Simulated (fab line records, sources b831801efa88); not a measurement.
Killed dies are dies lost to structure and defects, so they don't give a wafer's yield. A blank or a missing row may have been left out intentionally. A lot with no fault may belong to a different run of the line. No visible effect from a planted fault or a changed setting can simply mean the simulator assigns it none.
8D (eight disciplines) problem report, filled in by code || flow sky130 || the parts of the form that need people (team, actions taken, sign-off) are left out

## 1. THE PROBLEM
At SKY_NWELL_STRIP_14, chamberPressureMTorr averages 1799.8 mTorr over 2 wafers from 2 lots, while fault-free wafers read 1500.0 mTorr, standard deviation 1.3. So: +99 or more standard deviations from the usual mean.
The step: strips in O2/N2.
Seen first at day 6 10:17 on plasmaAsher-04, wafer L572.3. The record has a number at this step for 36 wafers belonging to 12 lots. The rule behind "out" and "out of limits": a value lying over 4 standard deviations away from the usual mean. Any other wafer with a number is counted as sound.

## 2. WHAT IT IS, WHAT IT ISN'T
{"question": "which readings at this step", "is": "chamberPressureMTorr, stripTimeToEndpointS", "is not": "drypumpMotorCurrentA"}
{"question": "which lots", "is": "L572, L574", "is not": "L564, L567, L568, L570, L578, L579, L581, L584, L586, L587"}
{"question": "which wafers of those lots", "is": "L572.3, L574.4", "is not": "L572.1, L572.4, L574.2, L574.6"}
{"question": "read on which tools", "is": "plasmaAsher-04", "is not": "plasmaAsher-01, plasmaAsher-03"}
{"question": "when", "is": "from day 6 10:17", "is not": "up to then (14 sound wafers); but 20 sound wafers of L574, L578, L579, L581, L584, L586, L587 came after"}

## 3. THE SUSPECTS, EACH WITH WHAT RULES IT OUT
Counting: a tool at a process step up to the reading stays a suspect if it ran every lot that is out. Sound lots after the first of them don't rule it out here, since some wafers of a struck lot are sound.
- plasmaAsher-04 at SKY_NWELL_STRIP_14 (strips in O2/N2): kept. Every lot that is out went through it, the first being L572 (day 6 10:17); the last sound lot it ran before that was L570 (day 6 00:51). Its own chamberPressureMTorr, stripTimeToEndpointS readings are out on those wafers.
- Within plasmaAsher-04 at SKY_NWELL_STRIP_14, the wafers that are out were processed in chamber 1 and their sound lot-mates in chamber 0.
After counting, what remains is plasmaAsher-04 at SKY_NWELL_STRIP_14.

## 4. THE CAUSE (what the simulator had put in)
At SKY_NWELL_STRIP_14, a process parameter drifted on plasmaAsher-04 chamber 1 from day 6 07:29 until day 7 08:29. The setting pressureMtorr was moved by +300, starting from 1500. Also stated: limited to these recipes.
The count eliminated every tool but this one.

## 5. SEQUENCE OF EFFECTS, ordered by route
One row per reading whose mean, taken over the struck wafers that have a number, lies over 3 standard deviations from the usual. Only readings for which the record gives a usual standard deviation are gone through. hours: the time from each lot's start at the first step in this table that gives one to its start at this step, as a median over the lots. sigmas: the change in usual standard deviations.
{"hours": 0, "step": "SKY_NWELL_STRIP_14", "reading": "chamberPressureMTorr", "usual": "1500.0 mTorr", "on struck wafers": 1799.8, "change": "+299.8", "sigmas": "+99 or more"}
{"hours": 0, "step": "SKY_NWELL_STRIP_14", "reading": "oesProductAu", "usual": "0.722 a.u.", "on struck wafers": 0.740, "change": "+0.018", "sigmas": "+3.8"}
{"hours": 0, "step": "SKY_NWELL_STRIP_14", "reading": "stripTimeToEndpointS", "usual": "36.92 s", "on struck wafers": 35.58, "change": -1.34, "sigmas": -13}
It contains these process steps:
- SKY_NWELL_STRIP_14: strips in O2/N2.
At these later measuring or inspecting steps, every struck wafer for which the step has a row has a number for every such reading, and none has moved that far: SKY_VT_ADJUST_LVTN_TW_MEAS_10.

## 6. WHAT WOULD HAVE CAUGHT IT SOONER
First out-of-limits reading in this record: day 6 10:17, which is 3 hours after fault onset at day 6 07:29.
